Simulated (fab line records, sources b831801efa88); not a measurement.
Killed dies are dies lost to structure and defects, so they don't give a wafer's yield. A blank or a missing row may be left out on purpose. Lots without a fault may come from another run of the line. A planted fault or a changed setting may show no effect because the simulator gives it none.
Which tool did it? | flow sky130 | 11 lots, 33 wafers sampled, at 4 steps of a route of 708

WHAT THE GAUGES READ, wafer by wafer
SKY_VIA3_RS_MEAS_22: measures by four-point-probe.
lot  | measured     | on            | VIA3_W_RS (ohm/sq)
L775 | day 40 01:58 | film_metro-03 | 0.2957 0.2930 0.2919
L776 | day 40 09:02 | film_metro-03 | 0.2985 0.2991 0.2979
L778 | day 41 07:55 | film_metro-03 | 0.2903 0.2930 0.2935
L781 | day 42 13:00 | film_metro-02 | 0.2876 0.2913 0.2920
L780 | day 42 14:44 | film_metro-04 | 0.2930 0.2929 0.2899
L785 | day 43 09:24 | film_metro-03 | 0.2953 0.2959 0.2941
L788 | day 43 17:31 | film_metro-04 | 0.1584 0.1575 0.1586 0.1586 0.1573 0.1585
L790 | day 44 11:28 | film_metro-02 | 0.2917 0.2933 0.2943
L789 | day 44 17:06 | film_metro-03 | 0.2943 0.2914 0.1570 0.2941 0.2902 0.1573
L792 | day 45 03:11 | film_metro-03 | 0.2955 0.2983 0.2984
L794 | day 45 07:10 | film_metro-02 | 0.2935 0.2915 0.2950

WHICH TOOL RAN EACH LOT (tool, then ch and the chambers of the sampled wafers, then the start)
lot  | SKY_METAL3_SPUTTER_01        | SKY_METAL3_SPUTTER_02        | SKY_VIA3_CVD_21
L775 | pvd_sputter-01, day 36 16:56 | pvd_sputter-01, day 36 16:57 | cvd_w-02 ch 0,1, day 40 01:50
L776 | pvd_sputter-03, day 37 01:13 | pvd_sputter-03, day 37 01:14 | cvd_w-02 ch 0, day 40 08:47
L778 | pvd_sputter-04, day 38 01:11 | pvd_sputter-04, day 38 01:13 | cvd_w-02 ch 0,1, day 41 07:47
L781 | pvd_sputter-04, day 39 06:56 | pvd_sputter-04, day 39 06:58 | cvd_w-02 ch 0,1, day 42 12:52
L780 | pvd_sputter-04, day 39 09:31 | pvd_sputter-04, day 39 09:32 | cvd_w-01 ch 1, day 42 14:35
L785 | pvd_sputter-01, day 40 05:37 | pvd_sputter-01, day 40 05:38 | cvd_w-02 ch 0,1, day 43 09:16
L788 | pvd_sputter-03, day 40 15:23 | pvd_sputter-03, day 40 15:25 | cvd_w-02 ch 1, day 43 17:23
L790 | pvd_sputter-04, day 41 09:41 | pvd_sputter-04, day 41 09:43 | cvd_w-01 ch 0,1, day 44 11:20
L789 | pvd_sputter-04, day 41 15:01 | pvd_sputter-04, day 41 15:03 | cvd_w-02 ch 0,1, day 44 16:59
L792 | pvd_sputter-04, day 42 01:38 | pvd_sputter-04, day 42 01:40 | cvd_w-01 ch 0,1, day 45 03:04
L794 | pvd_sputter-01, day 42 05:52 | pvd_sputter-01, day 42 05:54 | cvd_w-01 ch 0,1, day 45 07:02
- SKY_METAL3_SPUTTER_01: material TiN, target thk 20 nm, time 16.7 s.
- SKY_METAL3_SPUTTER_02: material AlCu, target thk 735 nm, time 39.1 s.
- SKY_VIA3_CVD_21: deposits W, target thk 390 nm, time 117.31 s.

THE ANSWER, worked out from the rows above alone
Rule: what is usual is taken from the lots themselves. Put in order of their means at a reading, lots are off if they are a third of the lots or fewer, leave a main group of 4 or more, and stand apart from it by a gap of 3 or more times the standard deviation of the main group's means; of several such gaps the widest counts. A main group whose means are all the same, to the digits that the tables above print for the reading, isn't used. A lot without any number at a reading at which 4 lots or more have one is off too. The other lots that the step has rows for count as sound.
Off: L788, L789, at SKY_VIA3_RS_MEAS_22 (VIA3_W_RS). The main group: mean 0.2939 ohm/sq, standard deviation 0.0025.
A tool fits if, at a process step before that reading, it ran every lot that is off, and no sound lot after the first of them. The gauges at SKY_VIA3_RS_MEAS_22 are tried like those tools. One fits: cvd_w-02 at SKY_VIA3_CVD_21. Its last sound lot is L785 (day 43 09:16), its first lot that is off L788 (day 43 17:23): a fault that began between those two fits.

WHAT THE SIMULATOR HAD PUT IN
Process parameter drift: cvd_w-02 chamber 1, from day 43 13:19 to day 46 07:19, at SKY_VIA3_CVD_21. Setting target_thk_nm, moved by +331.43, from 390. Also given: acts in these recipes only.
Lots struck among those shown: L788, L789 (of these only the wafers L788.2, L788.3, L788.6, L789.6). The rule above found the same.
